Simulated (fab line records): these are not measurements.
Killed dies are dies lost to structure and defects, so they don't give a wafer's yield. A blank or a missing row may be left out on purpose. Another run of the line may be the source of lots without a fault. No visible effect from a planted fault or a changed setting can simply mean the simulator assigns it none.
2 desks looking at one fault / flow sky130 / every desk sees just its own numbers, and what lay behind them comes last

FOR THE TOOL OWNER'S DESK: cmp-01
The tool's own readings at SKY_FIELD_ISO_CMP_27 (polishes, stops on Si3N4, t overpolish 16 s, target thk 457.8 nm): means of the sampled wafers that have a number, for each lot that ran on this tool. The brackets show how far a lot's mean lies from the usual mean; more than 4 standard deviations puts the lot out of limits, marked OUT.
Columns: A = motor-current-A at SKY_FIELD_ISO_CMP_27, usual 12.0 A; B = overpolish-run-s at SKY_FIELD_ISO_CMP_27, usual 16.000 s; C = platen-rpm at SKY_FIELD_ISO_CMP_27, usual 60.00 rpm; D = retaining-ring-pressure-frac at SKY_FIELD_ISO_CMP_27, usual 1.000; E = time-to-endpoint-s at SKY_FIELD_ISO_CMP_27, usual 112 s
lot=L997; first seen here=day 2 09:37; A=12.2; B=15.999; C=60.00; D=1.007; E=107
lot=L103; first seen here=day 3 21:25; A=12.4; B=16.005; C=59.99; D=0.996; E=112
lot=L105; first seen here=day 4 06:11; A=12.8; B=16.004; C=59.95; D=1.002; E=112
lot=L106; first seen here=day 4 10:27; A=12.4; B=16.002; C=60.03; D=1.000; E=113
lot=L108; first seen here=day 4 22:58; A=12.4; B=16.000; C=59.96; D=1.000; E=107
lot=L109; first seen here=day 5 03:31; A=12.5; B=15.998; C=59.99; D=0.994; E=111
lot=L119; first seen here=day 7 10:09; A=12.1; B=15.996; C=60.02; D=0.998; E=94 (-4.1) OUT
Finding of this desk: L119 out of limits; the first was L119 at day 7 10:09, on time-to-endpoint-s at SKY_FIELD_ISO_CMP_27. L997, L103, L105, L106, L108, L109: within limits.

AT THE METROLOGY DESK
Lot by lot, what the gauges showed, no matter which tool ran the lot: averages of those sampled wafers that carry a number. The brackets show how far a lot's mean lies from the usual mean; more than 4 standard deviations puts the lot out of limits, marked OUT.
Columns: A = FIELD_ISO_OXIDATION_00_THK at SKY_FIELD_ISO_THK_MEAS_02, usual 11.96 nm; B = PWDE_OVL at SKY_PWDE_OVL_MEAS_07, usual -0.6 nm
lot=L997; first seen here=day 1 12:00; A=11.93; B=-1.9
lot=L998; first seen here=day 1 17:39; A=11.67; B=0.8
lot=L101; first seen here=day 2 08:01; A=12.02; B=0.7
lot=L103; first seen here=day 2 18:09; A=12.09; B=-1.1
lot=L105; first seen here=day 3 06:07; A=12.13; B=-2.4
lot=L106; first seen here=day 3 13:07; A=12.33; B=-0.4
lot=L108; first seen here=day 3 22:56; A=11.99; B=-2.7
lot=L109; first seen here=day 4 00:32; A=12.11; B=-0.9
lot=L114; first seen here=day 5 01:40; A=11.90; B=-1.5
lot=L115; first seen here=day 5 06:28; A=11.93; B=-2.4
lot=L119; first seen here=day 6 02:16; A=11.75; B=-0.5
lot=L120; first seen here=day 6 07:30; A=12.02; B=1.0
This desk found nothing out of limits on any of the 12 lots.

TAKEN TOGETHER
On L119, at day 7 10:09, an alarm was possible from the tool owner's desk.
The metrology desk saw nothing out of limits.
The metrology desk has L119 on record, within its limits.
SKY_FIELD_ISO_CMP_27 was run on cmp-01 by each of the lots named.

WHAT WAS PUT IN BY THE SIMULATOR
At SKY_FIELD_ISO_CMP_27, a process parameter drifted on cmp-01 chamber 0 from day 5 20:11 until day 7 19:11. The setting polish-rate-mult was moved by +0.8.
Struck lots among those shown: L119.
Each desk's first reading out of limits, in hours after the fault started: the tool owner's desk, 38.
